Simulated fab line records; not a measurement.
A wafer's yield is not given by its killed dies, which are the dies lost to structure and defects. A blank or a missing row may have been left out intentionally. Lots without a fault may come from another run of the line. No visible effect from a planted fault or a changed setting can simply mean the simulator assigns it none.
8D (eight disciplines) problem report, filled in by code | flow gf180mcu | the parts of the form that need people (team, actions taken, sign-off) are left out

1. THE PROBLEM
A mean of 5.73 s is read at GF_M5_STRIP_11 for strip time to endpoint s, taken on 1 wafer of 1 lot, against 7.06 s (standard deviation 0.045) on wafers free of any fault. That puts it -30 standard deviations away from the usual mean.
The step: strips in O2/N2.
Seen first at day 31 01:29 on plasma asher-04, wafer L428.4. At this step, 32 wafers from 11 lots have a number in the record. Rule for "out" (also "out of limits"): further than 4 standard deviations from the usual mean. The rest of the wafers with a number are treated as sound.

2. WHAT IT IS, AND WHAT IT ISN'T
question                    | is                                       | is not
which readings at this step | strip time to endpoint s, oes product au | drypump motor current A, heater power w, platen temp c
which lots                  | L428                                     | L412, L413, L414, L416, L420, L421, L422, L432, L433, L435
which wafers of those lots  | L428.4                                   | L428.1
read on which tools         | plasma asher-04                          | plasma asher-01, plasma asher-02
when                        | from day 31 01:29                        | up to then (22 sound wafers); but 9 sound wafers of L432, L433, L435 came after

3. WHAT RULES OUT EACH SUSPECT
Counting: a tool at a process step up to the reading stays a suspect if it ran every lot that is out. Sound lots after the first of them don't rule it out here, since some wafers of a struck lot are sound.
- rie diel-03 at GF_V4_ETCH_16 (etches BARC in N2/H2): kept. It ran the lot that is out, L428 (day 29 10:40); its last sound lot up to then is L422 (day 27 19:11).
- pecvd-04 at GF_MIM_CVD_05 (deposits Si3N4, target thk 42 nm, time 29.086 s): kept. It ran the lot that is out, L428 (day 29 12:18); its last sound lot up to then is L422 (day 27 20:48).
- rie metal-01 at GF_M5_METAL_ETCH_10 (etches the open film in Cl2/BCl3, stops on SiO2, target depth 750.8 nm, time 125.1 s): kept. It ran the lot that is out, L428 (day 31 01:21); its last sound lot up to then is L421 (day 29 05:26).
- plasma asher-04 at GF_M5_STRIP_11 (strips in O2/N2): kept. It ran the lot that is out, L428 (day 31 01:29); its last sound lot up to then is L414 (day 26 23:03). On those wafers its own readings are out: oes product au, strip time to endpoint s.
- Within rie diel-03 at GF_V4_ETCH_16, the wafers that are out were processed in chamber 3 and their sound lot-mates in chamber 2.
- Within pecvd-04 at GF_MIM_CVD_05, the wafers that are out were processed in chamber 0 and their sound lot-mates in chamber 2.
- Within rie metal-01 at GF_M5_METAL_ETCH_10, the wafers that are out were processed in chamber 1 and their sound lot-mates in chamber 0.
Left after counting: rie diel-03 at GF_V4_ETCH_16, pecvd-04 at GF_MIM_CVD_05, rie metal-01 at GF_M5_METAL_ETCH_10, plasma asher-04 at GF_M5_STRIP_11.

4. THE CAUSE (what the simulator had put in)
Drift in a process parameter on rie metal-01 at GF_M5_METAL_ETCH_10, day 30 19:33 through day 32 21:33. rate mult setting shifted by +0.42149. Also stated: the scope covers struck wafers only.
Of the 4 suspects that counting leaves, this tool is one.

5. SEQUENCE OF EFFECTS, ordered by route
Each row: a reading whose mean over the struck wafers that have a number lies more than 3 standard deviations from the usual. Scope: only readings with a usual standard deviation given in the record; hours: median across lots of the time from each lot's start at the first step in this table that gives one to its start at this step; sigmas: change in usual standard deviations.
hours | step           | reading                  | usual      | on struck wafers | change | sigmas
0     | GF_M5_STRIP_11 | oes product au           | 0.524 a.u. | 0.469            | -0.055 | -11
0     | GF_M5_STRIP_11 | strip time to endpoint s | 7.06 s     | 5.73             | -1.33  | -30
It contains these process steps:
- GF_M5_STRIP_11: strips in O2/N2.
Later steps that measure or inspect, where all struck wafers having a row at the step show a number for every such reading and not one has moved that far: GF_V5_CD_MEAS_14.

6. HOW IT WOULD HAVE BEEN CAUGHT EARLIER
First out-of-limits reading in this record: day 31 01:29, which is 6 hours after fault onset at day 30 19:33.
Of the tool readings at GF_M5_METAL_ETCH_10 for which the record gives a usual standard deviation, none was out on any struck wafer, so an alarm limit of 4 standard deviations on them would not have fired.
Lots out: 1; all had begun GF_M5_METAL_ETCH_10 on rie metal-01 by day 31 01:29. Holding the tool at that point would not have protected any of them.
